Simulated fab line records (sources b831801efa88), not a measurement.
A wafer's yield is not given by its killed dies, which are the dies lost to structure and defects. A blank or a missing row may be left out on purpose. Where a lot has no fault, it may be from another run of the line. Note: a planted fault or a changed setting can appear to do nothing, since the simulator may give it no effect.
The tool behind it: which one? + flow sky130 + 14 lots with 42 wafers sampled at 2 steps, on a route of 708 steps

## WHAT THE GAUGES READ, wafer by wafer
SKY_LI_CONTACT_THK_MEAS_23: measures by xrf.
| lot  | measured     | on            | LI_CONTACT_W_THK (nm) |
|------|--------------|---------------|-----------------------|
| L724 | day 29 09:49 | film metro-01 | 406 408 409           |
| L726 | day 30 02:55 | film metro-04 | 401 398 403           |
| L728 | day 30 10:47 | film metro-01 | 408 411 420           |
| L729 | day 31 07:46 | film metro-01 | 407 418 408           |
| L731 | day 31 22:20 | film metro-02 | 402 398 402           |
| L732 | day 32 03:05 | film metro-04 | 405 400 418           |
| L737 | day 33 16:14 | film metro-04 | 407 409 411           |
| L738 | day 34 01:53 | film metro-01 | 405 414 404           |
| L740 | day 34 17:56 | film metro-04 | 422 424 422           |
| L741 | day 35 08:43 | film metro-02 | 406 403 410           |
| L742 | day 35 09:40 | film metro-02 | 416 419 414           |
| L743 | day 35 10:19 | film metro-02 | 398 402 396           |
| L744 | day 35 16:14 | film metro-04 | 399 405 404           |
| L747 | day 36 18:52 | film metro-02 | 392 407 397           |

## EACH LOT AND THE TOOL THAT RAN IT (in order: tool; ch and the chambers of the sampled wafers; start)
| lot  | SKY_FIELD_ISO_WET_ETCH_29      |
|------|--------------------------------|
| L724 | wet bench-02 ch 3, day 2 13:06 |
| L726 | wet bench-02 ch 0, day 2 21:58 |
| L728 | wet bench-02 ch 1, day 3 05:27 |
| L729 | wet bench-01 ch 1, day 3 13:08 |
| L731 | wet bench-02 ch 3, day 4 00:32 |
| L732 | wet bench-01 ch 0, day 4 03:41 |
| L737 | wet bench-01 ch 1, day 5 03:37 |
| L738 | wet bench-02 ch 2, day 5 13:13 |
| L740 | wet bench-04 ch 0, day 5 23:33 |
| L741 | wet bench-04 ch 0, day 6 03:44 |
| L742 | wet bench-04 ch 2, day 6 08:10 |
| L743 | wet bench-04 ch 0, day 6 11:24 |
| L744 | wet bench-04 ch 3, day 6 18:14 |
| L747 | wet bench-04 ch 2, day 7 08:52 |
- SKY_FIELD_ISO_WET_ETCH_29: etches Si3N4 in H3PO4, target depth 160 nm, time 1825 s.

## WHAT THE TOOLS THEMSELVES READ (means of the sampled wafers that have a number; where no wafer has one, the mark that the record gives instead)
SKY_FIELD_ISO_WET_ETCH_29.
| lot  | tool         | bath guard temp C (C) | bath heat duty pct (%) |
|------|--------------|-----------------------|------------------------|
| L724 | wet bench-02 | 160.2                 | 26.2                   |
| L726 | wet bench-02 | 159.8                 | 30.4                   |
| L728 | wet bench-02 | 159.7                 | 26.3                   |
| L729 | wet bench-01 | 160.4                 | 28.4                   |
| L731 | wet bench-02 | 160.2                 | 25.7                   |
| L732 | wet bench-01 | 160.8                 | 25.5                   |
| L737 | wet bench-01 | 160.3                 | 28.1                   |
| L738 | wet bench-02 | 160.3                 | 26.1                   |
| L740 | wet bench-04 | 159.0                 | 30.8                   |
| L741 | wet bench-04 | 159.1                 | 31.5                   |
| L742 | wet bench-04 | 160.5                 | 24.3                   |
| L743 | wet bench-04 | 159.3                 | 32.7                   |
| L744 | wet bench-04 | 160.0                 | 30.0                   |
| L747 | wet bench-04 | 160.6                 | 24.7                   |

## THE ANSWER, worked out from the rows above alone
Rule: usual is defined by the lots themselves. Put in order of their means at a reading, lots are off if they are a third of the lots or fewer, leave a main group of 4 or more, and stand apart from it by a gap of 3 or more times the standard deviation of the main group's means; of several such gaps the widest counts. The tables above print the reading to a certain number of digits; a main group whose means all agree to those digits is not used. A lot without any number at a reading at which 4 lots or more have one is off too. Where the step has rows for the other lots, those lots are counted as sound. First the gauges in route order, then the tools' own readings, where a lot's mean is used as printed above. At the first step where some lot is off, the reading lying furthest off is the one used; lots without a number count as furthest.
No lot is off on any of the readings shown, so nothing can be concluded from this.

## WHAT THE SIMULATOR HAD PUT IN
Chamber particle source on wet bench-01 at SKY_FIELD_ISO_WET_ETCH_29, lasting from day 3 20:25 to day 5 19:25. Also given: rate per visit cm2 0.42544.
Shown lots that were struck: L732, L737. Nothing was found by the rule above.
